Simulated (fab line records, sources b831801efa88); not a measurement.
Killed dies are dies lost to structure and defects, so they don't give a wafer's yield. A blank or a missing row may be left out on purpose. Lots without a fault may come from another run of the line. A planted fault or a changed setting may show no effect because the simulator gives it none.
Problem report in the 8D (eight disciplines) form, filled by code | flow sky130 | the parts of the form that need people (team, actions taken, sign-off) are left out

1. THE PROBLEM
killed_at_other at SKY_PAD_OPEN_PROBE_99 reads a mean of 55.0 on 6 wafers of 2 lots; wafers without a fault read 0.3 with a standard deviation of 0.52. That is +99 or more standard deviations from the usual mean.
First seen on wafer L902.2, day 48 17:44, on prober-02. The record holds 36 wafers of 12 lots with a number at this step. Rule for "out", or "out of limits": more than 4 standard deviations from the usual mean. The other wafers with a number count as sound.

2. WHAT IT IS AND WHAT IT IS NOT
question                    | is                                                                                                    | is not
which readings at this step | killed_at_other, defect_limited_yield, killed_dies, sort_bin_3_pad_short, sort_n_pass, sort_yield_pct | killed_at_M0_to_M3, killed_at_M4_up, killed_at_contacts, killed_at_front_end, killed_open
which lots                  | L902, L905                                                                                            | L891, L892, L894, L895, L897, L898, L899, L901, L903, L911
which wafers of those lots  | all that have a number                                                                                | -
read on which tools         | prober-01, prober-02                                                                                  | -
when                        | from day 48 17:44                                                                                     | up to then (24 sound wafers); but 6 sound wafers of L903, L911 came after

3. SUSPECTS, AND WHAT RULES EACH OUT
Counting: a tool at a process step up to the reading stays a suspect if it ran every lot that is out and no sound lot after the first of them.
- pvd_sputter-03 at SKY_CAP2M_SPUTTER_02 (material TiN, target thk 200 nm, time 166.7 s): kept. It ran every lot that is out, first L902 (day 43 09:21), and no sound lot after that; its last sound lot up to then is L901 (day 42 22:29).
Left after counting: pvd_sputter-03 at SKY_CAP2M_SPUTTER_02.

4. THE CAUSE (what the simulator had put in)
Chamber particle source: pvd_sputter-03, from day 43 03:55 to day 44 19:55, at SKY_CAP2M_SPUTTER_02. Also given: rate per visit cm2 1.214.
Counting left only this tool.

5. THE CHAIN OF EFFECTS, in route order
Each row: a reading whose mean over the struck wafers that have a number lies more than 3 standard deviations from the usual. Only readings for which the record gives a usual standard deviation are gone through. hours: the time from each lot's start at the first step in this table that gives one to its start at this step, as a median over the lots. sigmas: the change in usual standard deviations.
hours | step                  | reading              | usual  | on struck wafers | change | sigmas
0     | SKY_PAD_OPEN_PROBE_99 | defect_limited_yield | 82.9 % | 72.2             | -10.7  | -5.4
0     | SKY_PAD_OPEN_PROBE_99 | killed_at_other      | 0.3    | 55.0             | +54.7  | +99 or more
0     | SKY_PAD_OPEN_PROBE_99 | killed_dies          | 84     | 137              | +53    | +5.5
0     | SKY_PAD_OPEN_PROBE_99 | sort_bin_3_pad_short | 0.8 %  | 3.5              | +2.7   | +6.6
0     | SKY_PAD_OPEN_PROBE_99 | sort_bin_5_function  | 10.2 % | 16.8             | +6.6   | +4.4
0     | SKY_PAD_OPEN_PROBE_99 | sort_n_pass          | 408    | 355              | -53    | -5.5
0     | SKY_PAD_OPEN_PROBE_99 | sort_yield_pct       | 82.9 % | 72.2             | -10.7  | -5.4
The process steps in it:
- SKY_PAD_OPEN_PROBE_99

6. WHAT WOULD HAVE CAUGHT IT SOONER
In this record the first reading out of limits was taken at day 48 17:44, 134 hours after the fault began at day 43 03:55.
Of the tool readings at SKY_CAP2M_SPUTTER_02 for which the record gives a usual standard deviation, none was out on any struck wafer, so an alarm limit of 4 standard deviations on them would not have fired.
All the lots that are out (2) had begun SKY_CAP2M_SPUTTER_02 on pvd_sputter-03 by day 48 17:44. A hold on the tool at that time would have spared none of them.
